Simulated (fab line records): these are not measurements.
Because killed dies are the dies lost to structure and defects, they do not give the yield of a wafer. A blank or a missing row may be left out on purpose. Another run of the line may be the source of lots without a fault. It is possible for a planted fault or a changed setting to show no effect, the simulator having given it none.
The same fault as seen by 2 desks | flow gf180mcu | every desk sees just its own numbers, and what lay behind them comes last

## FOR THE TOOL OWNER'S DESK: plasmaAsher-01
The tool's own readings at GF_DUAL_GATE_STRIP_13 (strips in O2/N2): means of the sampled wafers that have a number, for each lot that ran on this tool. A lot is out of limits, marked OUT, if its mean lies more than 4 standard deviations from the usual mean; the brackets give that distance.
Columns: A = drypumpMotorCurrentA at GF_DUAL_GATE_STRIP_13, usual 5.5 A; B = heaterPowerW at GF_DUAL_GATE_STRIP_13, usual 321 W; C = oesProductAu at GF_DUAL_GATE_STRIP_13, usual 0.716 a.u.; D = stripTimeToEndpointS at GF_DUAL_GATE_STRIP_13, usual 12.64 s
lot  | first seen here | A   | B   | C     | D
L640 | day 9 08:43     | 5.5 | 320 | 0.715 | 12.67
L641 | day 9 12:43     | 5.5 | 319 | 0.717 | 12.66
L646 | day 10 21:01    | 5.5 | 324 | 0.735 | 12.30 (-9.0) OUT
L647 | day 11 06:19    | 5.5 | 322 | 0.733 | 12.29 (-9.3) OUT
L657 | day 14 02:16    | 5.5 | 324 | 0.718 | 12.58
L659 | day 14 19:49    | 5.5 | 326 | 0.717 | 12.65
L660 | day 15 02:13    | 5.5 | 320 | 0.712 | 12.66
Finding of this desk: L646, L647 out of limits; the first was L646 at day 10 21:01, on stripTimeToEndpointS at GF_DUAL_GATE_STRIP_13. Within limits: L640, L641, L657, L659, L660.

## AT THE METROLOGY DESK
Means of the sampled wafers that have a number, per lot and without regard to the tool the lot ran on: this is what the gauges read. A lot is out of limits, marked OUT, if its mean lies more than 4 standard deviations from the usual mean; the brackets give that distance.
Columns: A = V1_CVD_00_THK at GF_V1_THK_MEAS_01, usual 599 nm; B = M3_ALCU_THK at GF_M3_THK_MEAS_06, usual 437 nm
lot  | first seen here | A   | B
L637 | day 17 04:52    | 602 | 431
L639 | day 17 20:07    | 589 | 437
L640 | day 18 11:40    | 610 | 436
L641 | day 18 17:05    | 595 | 426
L643 | day 19 12:56    | 613 | 437
L646 | day 20 11:30    | 601 | 447
L647 | day 21 02:20    | 587 | 441
L653 | day 23 01:25    | 600 | 444
L655 | day 23 15:44    | 580 | 442
L656 | day 23 22:36    | 592 | 437
L657 | day 24 08:27    | 606 | 427
L658 | day 24 21:55    | 599 | 433
L659 | day 24 23:41    | 607 | 434
L660 | day 25 06:44    | 608 | 440
Finding of this desk: none of the 14 lots has anything out of limits.

## PUT TOGETHER
An alarm could have come from the tool owner's desk at day 10 21:01, on L646, L647.
The metrology desk saw nothing out of limits.
The metrology desk has L646, L647 on record, within its limits.
On plasmaAsher-01, each named lot ran GF_DUAL_GATE_STRIP_13.

## WHAT HAD BEEN PUT IN BY THE SIMULATOR
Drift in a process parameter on plasmaAsher-01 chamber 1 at GF_DUAL_GATE_STRIP_13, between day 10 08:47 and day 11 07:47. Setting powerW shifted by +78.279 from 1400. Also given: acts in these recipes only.
Shown lots that were struck: L646, L647.
Each desk's first reading out of limits, in hours after the fault started: the tool owner's desk, 12.
